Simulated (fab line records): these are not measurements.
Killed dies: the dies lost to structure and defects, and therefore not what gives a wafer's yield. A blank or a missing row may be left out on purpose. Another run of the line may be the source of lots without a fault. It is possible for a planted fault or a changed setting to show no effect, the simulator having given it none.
What tool caused it? | flow gf180mcu | 6 lots, 18 wafers sampled, at 2 steps of a route of 602

## WHAT EACH GAUGE READ, for each wafer
GF_V2_RS_MEAS_24: measures by four-point-probe.
lot  | measured     | on            | V2_W_RS (ohm/sq)
L462 | day 21 15:44 | film-metro-04 | 0.328 0.328 0.330
L464 | day 22 09:38 | film-metro-02 | 0.323 0.326 0.323
L467 | day 23 10:26 | film-metro-01 | 0.322 0.329 0.328
L469 | day 24 05:22 | film-metro-02 | 0.324 0.325 0.322
L474 | day 26 01:05 | film-metro-04 | 0.334 0.321 0.333
L478 | day 26 22:40 | film-metro-02 | 0.323 0.324 0.325

## WHICH TOOL RAN EACH LOT (tool, then ch and the chambers of the sampled wafers, then the start)
lot  | GF_V2_ETCH_16
L462 | rie-diel-04 ch 1,3, day 21 14:49
L464 | rie-diel-04 ch 1,2,3, day 22 08:46
L467 | rie-diel-04 ch 0,1,2, day 23 09:29
L469 | rie-diel-02 ch 0,2, day 24 04:28
L474 | rie-diel-03 ch 0,1,2, day 26 00:11
L478 | rie-diel-03 ch 0,1,2, day 26 21:44
- GF_V2_ETCH_16: etches BARC in N2/H2.

## THE ANSWER, worked out from the rows above alone
Rule: usual is defined by the lots themselves. The widest of any qualifying gaps counts: lots, ordered by their means at a reading, are off when they make up no more than a third of the lots, leave a main group of 4 or more, and stand apart from it by 3 or more times the standard deviation of that group's means. The tables above print the reading to a certain number of digits; a main group whose means all agree to those digits is not used. A lot without any number at a reading at which 4 lots or more have one is off too. Where the step has rows for the other lots, those lots are counted as sound.
Across all readings shown, no lot is off: no conclusion can be drawn from this.

## WHAT THE SIMULATOR PUT IN
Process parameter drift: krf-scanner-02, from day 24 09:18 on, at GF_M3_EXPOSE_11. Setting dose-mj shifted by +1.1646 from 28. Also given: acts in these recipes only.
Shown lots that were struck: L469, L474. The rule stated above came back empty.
